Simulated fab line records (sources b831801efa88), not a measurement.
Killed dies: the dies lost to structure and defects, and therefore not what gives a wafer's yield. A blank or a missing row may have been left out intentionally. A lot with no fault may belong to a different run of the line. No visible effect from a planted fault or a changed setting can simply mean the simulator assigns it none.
The tool behind it: which one? | flow sky130 | 24 lots, 72 wafers sampled, at 5 steps of a route of 708

## WHAT EACH GAUGE READ, for each wafer
SKY_SONOS_ONO_OVL_MEAS_14. Usual: SONOS_ONO_OVL -0.7 nm, standard deviation 1.6.
lot  | measured     | on         | SONOS_ONO_OVL (nm) | flag
L074 | day 12 21:43 | overlay-01 | 0.2 0.2 -1.2       |
L075 | day 12 23:46 | overlay-02 | 3.2 3.1 1.0        |
L076 | day 13 10:40 | overlay-01 | 1.7 -1.0 -0.7      |
L077 | day 13 21:04 | overlay-02 | -1.8 -3.0 -0.2     |
L078 | day 14 02:37 | overlay-01 | -1.6 -0.7 -2.2     |
L079 | day 14 10:35 | overlay-02 | -1.7 -2.5 -2.2     |
L080 | day 14 20:34 | overlay-01 | 1.7 1.4 3.6        |
L081 | day 15 08:25 | overlay-02 | -2.4 -0.9 -3.4     |
L082 | day 15 16:31 | overlay-02 | -3.0 -2.7 -2.6     |
L083 | day 15 23:04 | overlay-01 | 0.3 0.6 1.6        |
L084 | day 16 02:59 | overlay-02 | -1.9 -1.4 -1.3     |
L085 | day 16 12:46 | overlay-01 | 0.5 -0.1 1.4       |
L086 | day 16 17:55 | overlay-02 | -1.0 -0.1 0.6      |
L087 | day 17 02:22 | overlay-01 | -1.3 -0.8 -1.7     |
L088 | day 17 15:16 | overlay-01 | 0.7 0.6 1.0        |
L089 | day 17 17:34 | overlay-01 | -1.5 -0.2 -0.8     |
L090 | day 18 02:08 | overlay-01 | -2.8 -3.9 -4.3     |
L091 | day 18 08:25 | overlay-01 | -1.9 -2.2 -2.6     |
L092 | day 18 20:58 | overlay-01 | -1.2 -1.1 0.4      |
L093 | day 19 09:10 | overlay-01 | -1.7 -0.6 1.1      |
L094 | day 19 13:07 | overlay-01 | 1.3 -1.1 -0.3      |
L095 | day 20 02:16 | overlay-01 | 0.6 -1.1 -2.0      |
L096 | day 20 07:11 | overlay-01 | -2.6 -4.2 -2.8     |
L097 | day 20 16:13 | overlay-01 | -0.9 0.7 -0.1      |

SKY_VIA2_CD_MEAS_12: target cd 200 nm. Usual: cd-nm 200.0 nm, standard deviation 1.4.
lot  | measured     | on        | cd-nm (nm)        | flag
L074 | day 36 14:48 | cd-sem-02 | 201.2 201.2 200.4 |
L075 | day 36 17:04 | cd-sem-02 | 201.4 202.6 202.5 |
L076 | day 37 04:57 | cd-sem-02 | 199.9 201.8 200.9 |
L077 | day 37 13:10 | cd-sem-01 | 199.0 198.4 199.6 |
L078 | day 37 16:38 | cd-sem-01 | 202.6 201.8 200.1 |
L079 | day 38 16:52 | cd-sem-02 | 199.0 199.4 198.9 |
L080 | day 38 19:39 | cd-sem-01 | 200.4 201.5 201.3 |
L081 | day 38 21:13 | cd-sem-01 | 200.5 200.4 199.5 |
L082 | day 39 06:58 | cd-sem-01 | 199.0 198.7 199.1 |
L083 | day 39 14:32 | cd-sem-01 | 202.2 202.9 202.3 |
L084 | day 39 18:17 | cd-sem-02 | 200.0 201.9 200.4 |
L085 | day 39 21:42 | cd-sem-02 | 197.6 198.8 198.6 |
L086 | day 40 05:43 | cd-sem-01 | 203.5 200.5 201.3 |
L087 | day 40 12:24 | cd-sem-01 | 198.4 197.4 199.4 |
L088 | day 41 00:39 | cd-sem-02 | 201.0 200.1 200.8 |
L089 | day 41 01:41 | cd-sem-01 | 198.1 198.9 199.4 |
L090 | day 41 02:05 | cd-sem-02 | 199.5 200.2 199.7 |
L091 | day 41 10:11 | cd-sem-02 | 199.6 198.3 199.2 |
L092 | day 42 00:03 | cd-sem-02 | 198.6 198.4 198.8 |
L093 | day 42 11:11 | cd-sem-01 | 197.2 197.7 197.0 |
L094 | day 42 10:31 | cd-sem-01 | 199.8 200.3 198.8 |
L095 | day 42 22:03 | cd-sem-02 | 199.0 200.2 201.0 |
L096 | day 43 00:41 | cd-sem-02 | 198.6 201.0 198.8 |
L097 | day 43 07:30 | cd-sem-02 | 200.2 200.0 200.2 |

SKY_METAL4_OVL_MEAS_14. Usual: METAL4_OVL 2 nm, standard deviation 5.2.
lot  | measured     | on         | METAL4_OVL (nm) | flag
L074 | day 42 03:58 | overlay-01 | 6 5 3           |
L075 | day 42 05:31 | overlay-01 | 9 0 4           |
L076 | day 42 17:07 | overlay-01 | 9 6 1           |
L077 | day 42 21:37 | overlay-02 | -6 -5 -3        |
L078 | day 43 01:55 | overlay-02 | 6 0 1           |
L079 | day 43 22:17 | overlay-01 | -4 -4 -5        |
L080 | day 44 01:58 | overlay-02 | 7 6 3           |
L081 | day 44 05:25 | overlay-01 | 5 -2 1          |
L082 | day 44 12:28 | overlay-02 | -2 5 0          |
L083 | day 44 21:16 | overlay-01 | -7 -12 -4       |
L084 | day 44 22:20 | overlay-01 | 0 3 0           |
L085 | day 45 01:10 | overlay-01 | -1 -4 4         |
L086 | day 45 08:10 | overlay-02 | 4 1 3           |
L087 | day 45 14:25 | overlay-01 | 8 4 6           |
L088 | day 46 00:58 | overlay-01 | 0 -3 -2         |
L089 | day 46 02:19 | overlay-01 | -4 5 0          |
L090 | day 46 03:20 | overlay-02 | 3 8 2           |
L091 | day 46 10:34 | overlay-02 | 11 13 5         |
L092 | day 46 22:40 | overlay-01 | 1 -4 0          |
L093 | day 47 08:07 | overlay-02 | -1 6 -2         |
L094 | day 47 06:58 | overlay-01 | -5 5 -2         |
L095 | day 47 18:05 | overlay-01 | 9 -7 6          |
L096 | day 47 23:29 | overlay-01 | 6 6 -1          |
L097 | day 48 00:25 | overlay-02 | 3 4 3           |

## WHICH TOOL RAN EACH LOT (tool, then ch and the chambers of the sampled wafers, then the start)
lot  | SKY_POLY_CUT_ETCH_10               | SKY_METAL4_SPUTTER_00
L074 | rie-diel-03 ch 0,1,3, day 24 14:06 | pvd-sputter-03, day 40 01:51
L075 | rie-diel-03 ch 0,1,3, day 24 16:39 | pvd-sputter-03, day 40 03:53
L076 | rie-diel-03 ch 0,3, day 25 06:12   | pvd-sputter-02, day 40 15:05
L077 | rie-diel-01 ch 1,2,3, day 25 16:15 | pvd-sputter-04, day 40 21:43
L078 | rie-diel-01 ch 1,3, day 25 20:30   | pvd-sputter-03, day 41 01:16
L079 | rie-diel-03 ch 0,1,3, day 26 20:51 | pvd-sputter-04, day 41 22:58
L080 | rie-diel-01 ch 0,1, day 26 23:45   | pvd-sputter-04, day 42 02:46
L081 | rie-diel-03 ch 0,1,2, day 27 04:33 | pvd-sputter-03, day 42 05:07
L082 | rie-diel-04 ch 0,1,2, day 27 12:45 | pvd-sputter-04, day 42 13:57
L083 | rie-diel-03 ch 1,2,3, day 27 23:48 | pvd-sputter-02, day 42 20:43
L084 | rie-diel-04 ch 0,1, day 28 01:54   | pvd-sputter-02, day 42 23:22
L085 | rie-diel-03 ch 0,2,3, day 28 08:00 | pvd-sputter-03, day 43 02:50
L086 | rie-diel-03 ch 0,1, day 28 15:51   | pvd-sputter-03, day 43 10:32
L087 | rie-diel-03 ch 1,2, day 29 02:21   | pvd-sputter-04, day 43 17:06
L088 | rie-diel-04 ch 0,2,3, day 29 13:27 | pvd-sputter-04, day 44 04:14
L089 | rie-diel-04 ch 0,1, day 29 14:53   | pvd-sputter-04, day 44 05:37
L090 | rie-diel-04 ch 0,1,3, day 29 17:03 | pvd-sputter-04, day 44 06:38
L091 | rie-diel-01 ch 2,3, day 30 00:53   | pvd-sputter-02, day 44 14:05
L092 | rie-diel-03 ch 0,3, day 30 15:30   | pvd-sputter-02, day 45 02:42
L093 | rie-diel-01 ch 0,3, day 31 00:08   | pvd-sputter-03, day 45 13:07
L094 | rie-diel-03 ch 2,3, day 31 04:06   | pvd-sputter-03, day 45 12:07
L095 | rie-diel-01 ch 0,1,3, day 31 15:26 | pvd-sputter-02, day 45 23:53
L096 | rie-diel-04 ch 0,2, day 31 20:44   | pvd-sputter-03, day 46 02:41
L097 | rie-diel-04 ch 0,3, day 32 03:12   | pvd-sputter-02, day 46 07:25
- SKY_POLY_CUT_ETCH_10: etches BARC in N2/H2, stops on SiO2, time 45.9 s, target depth 60 nm.
- SKY_METAL4_SPUTTER_00: material Ti, target thk 15 nm, time 10 s.

## WHAT THE TOOLS THEMSELVES READ (means of the sampled wafers that have a number; where no wafer has one, the mark that the record gives instead)
SKY_POLY_CUT_ETCH_10. Usual: drypump-motor-current-A 5.7 A, standard deviation 0.57; oes-product-au 0.855 a.u., standard deviation 0.0052; throttle-valve-pct 13.225 %, standard deviation 0.0087.
lot  | tool        | drypump-motor-current-A (A) | oes-product-au (a.u.) | throttle-valve-pct (%) | flag
L074 | rie-diel-03 | 5.6                         | 0.855                 | 13.233                 |
L075 | rie-diel-03 | 5.6                         | 0.859                 | 13.234                 |
L076 | rie-diel-03 | 5.5                         | 0.857                 | 13.230                 |
L077 | rie-diel-01 | 5.4                         | 0.855                 | 13.219                 |
L078 | rie-diel-01 | 5.0                         | 0.850                 | 13.224                 |
L079 | rie-diel-03 | 5.6                         | 0.855                 | 13.225                 |
L080 | rie-diel-01 | 5.1                         | 0.849                 | 13.228                 |
L081 | rie-diel-03 | 5.6                         | 0.854                 | 13.229                 |
L082 | rie-diel-04 | 5.7                         | 0.850                 | 13.221                 |
L083 | rie-diel-03 | 6.1                         | 0.863                 | 13.226                 |
L084 | rie-diel-04 | 5.4                         | 0.857                 | 13.223                 |
L085 | rie-diel-03 | 5.9                         | 0.852                 | 13.227                 |
L086 | rie-diel-03 | 5.2                         | 0.855                 | 13.223                 |
L087 | rie-diel-03 | 6.2                         | 0.855                 | 13.226                 |
L088 | rie-diel-04 | 6.0                         | 0.857                 | 13.224                 |
L089 | rie-diel-04 | 5.4                         | 0.858                 | 13.222                 |
L090 | rie-diel-04 | 5.8                         | 0.853                 | 13.230                 |
L091 | rie-diel-01 | 5.6                         | 0.849                 | 13.225                 |
L092 | rie-diel-03 | 5.4                         | 0.856                 | 13.222                 |
L093 | rie-diel-01 | 5.5                         | 0.854                 | 13.228                 |
L094 | rie-diel-03 | 6.4                         | 0.859                 | 13.218                 |
L095 | rie-diel-01 | 5.3                         | 0.854                 | 13.228                 |
L096 | rie-diel-04 | 5.6                         | 0.857                 | 13.229                 |
L097 | rie-diel-04 | 6.0                         | 0.857                 | 13.223                 |

SKY_METAL4_SPUTTER_00. Usual: throttle-valve-pct 29.6 %, standard deviation 0.94.
lot  | tool           | throttle-valve-pct (%) | flag
L074 | pvd-sputter-03 | 29.3                   |
L075 | pvd-sputter-03 | 29.3                   |
L076 | pvd-sputter-02 | 29.5                   |
L077 | pvd-sputter-04 | 30.1                   |
L078 | pvd-sputter-03 | 28.9                   |
L079 | pvd-sputter-04 | 30.0                   |
L080 | pvd-sputter-04 | 29.8                   |
L081 | pvd-sputter-03 | 30.2                   |
L082 | pvd-sputter-04 | 30.4                   |
L083 | pvd-sputter-02 | 29.5                   |
L084 | pvd-sputter-02 | 29.9                   |
L085 | pvd-sputter-03 | 28.4                   |
L086 | pvd-sputter-03 | 28.7                   |
L087 | pvd-sputter-04 | 30.4                   |
L088 | pvd-sputter-04 | 30.3                   |
L089 | pvd-sputter-04 | 29.7                   |
L090 | pvd-sputter-04 | 29.9                   |
L091 | pvd-sputter-02 | 29.3                   |
L092 | pvd-sputter-02 | 29.5                   |
L093 | pvd-sputter-03 | 29.6                   |
L094 | pvd-sputter-03 | 28.8                   |
L095 | pvd-sputter-02 | 29.5                   |
L096 | pvd-sputter-03 | 29.3                   |
L097 | pvd-sputter-02 | 29.4                   |

## THE ANSWER, worked out from the rows above alone
Rule: lot off if the mean of its wafers having a number is beyond 3 standard deviations from the usual mean. A lot without any number at a reading at which 4 lots or more have one is off too. Where the step has rows for the other lots, those lots are counted as sound. After the gauges, taken in route order, come the tools' own readings; for these a lot's mean is taken, as printed above. The first step at which some lot is off is used, and at that step the reading that is off furthest; a lot without a number counts as furthest.
None of the lots is off at any reading shown; this tells nothing.

## WHAT THE SIMULATOR HAD INSERTED
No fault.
